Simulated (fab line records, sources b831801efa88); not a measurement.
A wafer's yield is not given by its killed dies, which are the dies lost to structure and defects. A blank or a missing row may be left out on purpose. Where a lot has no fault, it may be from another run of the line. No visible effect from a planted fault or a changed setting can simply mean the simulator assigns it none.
A single fault, viewed from 2 desks | flow sky130 | each desk has only its own numbers; what lay behind them comes last

THE METROLOGY DESK
Lot by lot, what the gauges showed, no matter which tool ran the lot: averages of those sampled wafers that carry a number. Any lot whose mean is over 4 standard deviations away from the usual mean is out of limits and marked OUT; that distance is given in the brackets.
Columns: A = CAPM_TIN_RS at SKY_CAPM_RS_MEAS_03, usual 6.93 ohm/sq
lot  | first seen here | A
L878 | day 36 14:34    | 7.07
L879 | day 36 19:32    | 6.88
L880 | day 37 00:49    | 6.85
L885 | day 39 03:07    | 6.88
L888 | day 39 08:19    | 7.08
L894 | day 41 03:47    | 6.81
L896 | day 41 20:26    | 6.99
L898 | day 42 06:58    | 7.02
L899 | day 42 15:40    | 6.99
L900 | day 42 19:40    | 6.85
L901 | day 43 02:43    | 6.91
This desk's finding: nothing out of limits on any of the 11 lots.

DESK OF THE TOOL OWNER: rieMetal-03
The tool's own readings at SKY_METAL3_METAL_ETCH_18 (etches the open film in Cl2/BCl3, stops on SiO2, target depth 845 nm, time 183.1 s): means of the sampled wafers that have a number, for each lot that ran on this tool. Any lot whose mean is over 4 standard deviations away from the usual mean is out of limits and marked OUT; that distance is given in the brackets.
Columns: A = drypumpMotorCurrentA at SKY_METAL3_METAL_ETCH_18, usual 5.9 A; B = oesProductAu at SKY_METAL3_METAL_ETCH_18, usual 0.866 a.u.; C = throttleValvePct at SKY_METAL3_METAL_ETCH_18, usual 22.263 %
lot  | first seen here | A   | B     | C
L878 | day 38 19:37    | 5.1 | 0.861 | 22.258
L879 | day 38 23:58    | 5.1 | 0.865 | 22.262
L885 | day 41 04:57    | 5.3 | 0.876 | 22.264
L888 | day 41 08:45    | 5.8 | 0.864 | 22.261
L896 | day 43 19:54    | 5.9 | 0.870 | 22.270
This desk's finding: nothing out of limits on any of the 5 lots.

TAKEN TOGETHER
From the metrology desk's view, nothing was out of limits.
The desk of the tool owner found nothing out of limits.

WHAT HAD BEEN PUT IN BY THE SIMULATOR
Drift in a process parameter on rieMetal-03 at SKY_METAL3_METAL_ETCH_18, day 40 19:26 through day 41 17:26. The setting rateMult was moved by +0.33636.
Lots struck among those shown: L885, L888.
